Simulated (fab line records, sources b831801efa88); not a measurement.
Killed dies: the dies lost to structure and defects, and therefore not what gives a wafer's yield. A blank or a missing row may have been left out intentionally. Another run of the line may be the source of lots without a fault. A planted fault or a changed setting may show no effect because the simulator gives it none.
Matching of chambers :: flow sky130 :: 4 sister chambers for SKY_CONTACT_ETCH_17 on rieDiel-01
The step etches SiO2 in C4F8/O2/Ar, stops on Si3N4, target depth 340 nm. 8 wafers are shown with their chamber, then 10 later ones without.

WAFERS PAIRED WITH THEIR CHAMBERS
wafer: L082.4
chamber: 0
chamberPressureMTorr (mTorr): 39.99
oesProductAu (a.u.): 0.885

wafer: L085.1
chamber: 1
chamberPressureMTorr (mTorr): 40.06
oesProductAu (a.u.): 0.899

wafer: L085.3
chamber: 2
chamberPressureMTorr (mTorr): 39.97
oesProductAu (a.u.): 0.904

wafer: L089.2
chamber: 0
chamberPressureMTorr (mTorr): 40.00
oesProductAu (a.u.): 0.894

wafer: L089.3
chamber: 3
chamberPressureMTorr (mTorr): 40.01
oesProductAu (a.u.): 0.896

wafer: L089.6
chamber: 2
chamberPressureMTorr (mTorr): 40.07
oesProductAu (a.u.): 0.891

wafer: L090.1
chamber: 1
chamberPressureMTorr (mTorr): 39.96
oesProductAu (a.u.): 0.897

wafer: L090.2
chamber: 3
chamberPressureMTorr (mTorr): 39.99
oesProductAu (a.u.): 0.895

WAFERS WHOSE CHAMBER IS MISSING
wafer: L090.6
chamberPressureMTorr (mTorr): 40.03
oesProductAu (a.u.): 0.893

wafer: L093.3
chamberPressureMTorr (mTorr): 39.96
oesProductAu (a.u.): 0.887

wafer: L093.4
chamberPressureMTorr (mTorr): 40.07
oesProductAu (a.u.): 0.892

wafer: L093.6
chamberPressureMTorr (mTorr): 40.04
oesProductAu (a.u.): 0.898

wafer: L095.2
chamberPressureMTorr (mTorr): 40.01
oesProductAu (a.u.): 0.898

wafer: L095.3
chamberPressureMTorr (mTorr): 40.03
oesProductAu (a.u.): 0.887

wafer: L095.5
chamberPressureMTorr (mTorr): 39.96
oesProductAu (a.u.): 0.884

wafer: L096.1
chamberPressureMTorr (mTorr): 40.00
oesProductAu (a.u.): 0.894

wafer: L096.3
chamberPressureMTorr (mTorr): 39.90
oesProductAu (a.u.): 0.896

wafer: L096.4
chamberPressureMTorr (mTorr): 39.95
oesProductAu (a.u.): 0.901

WHICH CHAMBER EACH ONE RAN IN
wafer: L090.6
from the rows above: can't be placed: 3 or 2 or 0 or 1
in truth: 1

wafer: L093.3
from the rows above: can't be placed: 0 or 3 or 1 or 2
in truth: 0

wafer: L093.4
from the rows above: can't be placed: 2 or 3 or 0 or 1
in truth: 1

wafer: L093.6
from the rows above: can't be placed: 2 or 1 or 3 or 0
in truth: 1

wafer: L095.2
from the rows above: can't be placed: 1 or 2 or 3 or 0
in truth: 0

wafer: L095.3
from the rows above: can't be placed: 0 or 3 or 2 or 1
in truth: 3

wafer: L095.5
from the rows above: can't be placed: 0 or 3 or 2 or 1
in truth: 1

wafer: L096.1
from the rows above: can't be placed: 3 or 2 or 1 or 0
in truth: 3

wafer: L096.3
from the rows above: can't be placed: 3 or 0 or 1 or 2
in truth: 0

wafer: L096.4
from the rows above: can't be placed: 1 or 3 or 2 or 0
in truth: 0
Placed correctly: 0 of 10. Unplaceable from these rows: 10, with the true chamber sitting among the candidates in 10. Number placed wrongly: 0.
How it was worked out, from the rows above alone: a wafer's distance from a chamber is the root of the sum, over the readings, of the square of ((its reading less the chamber's mean) divided by the reading's scatter). The wafer belongs to the nearest chamber; if the next one is less than 2 further off, it can't be placed. A chamber's mean is the mean of its shown wafers. How the scatter is found: for the shown wafers, subtract from each reading the mean of its chamber, square and add these, divide the total by (wafers less chambers), then take the root.
